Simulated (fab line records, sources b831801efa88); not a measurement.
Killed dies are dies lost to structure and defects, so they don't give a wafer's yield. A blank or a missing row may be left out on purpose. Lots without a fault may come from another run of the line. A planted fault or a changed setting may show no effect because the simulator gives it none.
Chamber matching | flow gf180mcu | GF_MIM_CVD_05 on pecvd-04: 3 sister chambers
The step deposits Si3N4, target thk 42 nm, time 29.086 s. 6 wafers are shown with their chamber, then 12 later ones without.

WAFERS WITH THEIR CHAMBER
wafer  | chamber | heater_power_w (W)
L087.4 | 2       | 698
L087.5 | 1       | 434
L087.6 | 0       | 695
L090.1 | 0       | 691
L090.2 | 2       | 684
L090.3 | 1       | 464

WAFERS WITHOUT THEIR CHAMBER
wafer  | heater_power_w (W)
L090.4 | 463
L090.5 | 684
L090.6 | 684
L093.3 | 499
L093.5 | 576
L093.6 | 703
L094.4 | 681
L094.5 | 611
L094.6 | 416
L096.1 | 560
L096.3 | 643
L096.6 | 509

WHICH CHAMBER EACH WENT THROUGH
wafer  | from the rows above          | in truth
L090.4 | 1                            | 1
L090.5 | can't be placed: 2 or 0      | 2
L090.6 | can't be placed: 2 or 0      | 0
L093.3 | 1                            | 1
L093.5 | can't be placed: 2 or 0 or 1 | 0
L093.6 | can't be placed: 0 or 2      | 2
L094.4 | can't be placed: 2 or 0      | 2
L094.5 | can't be placed: 2 or 0      | 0
L094.6 | 1                            | 1
L096.1 | can't be placed: 1 or 2 or 0 | 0
L096.3 | can't be placed: 2 or 0      | 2
L096.6 | 1                            | 1
Placed correctly: 4 of 12. Can't be placed from these rows: 8 (the true chamber is among the candidates in 8). Placed wrongly: 0.
How it was worked out, from the rows above alone: a wafer's distance from a chamber is the root of the sum, over the readings, of the square of ((its reading less the chamber's mean) divided by the reading's scatter). The wafer belongs to the nearest chamber; if the next one is less than 2 further off, it can't be placed. A chamber's mean is the mean of its shown wafers. The scatter: the root of (the sum of the squares of (reading less its chamber's mean) over the shown wafers, divided by (wafers less chambers)).
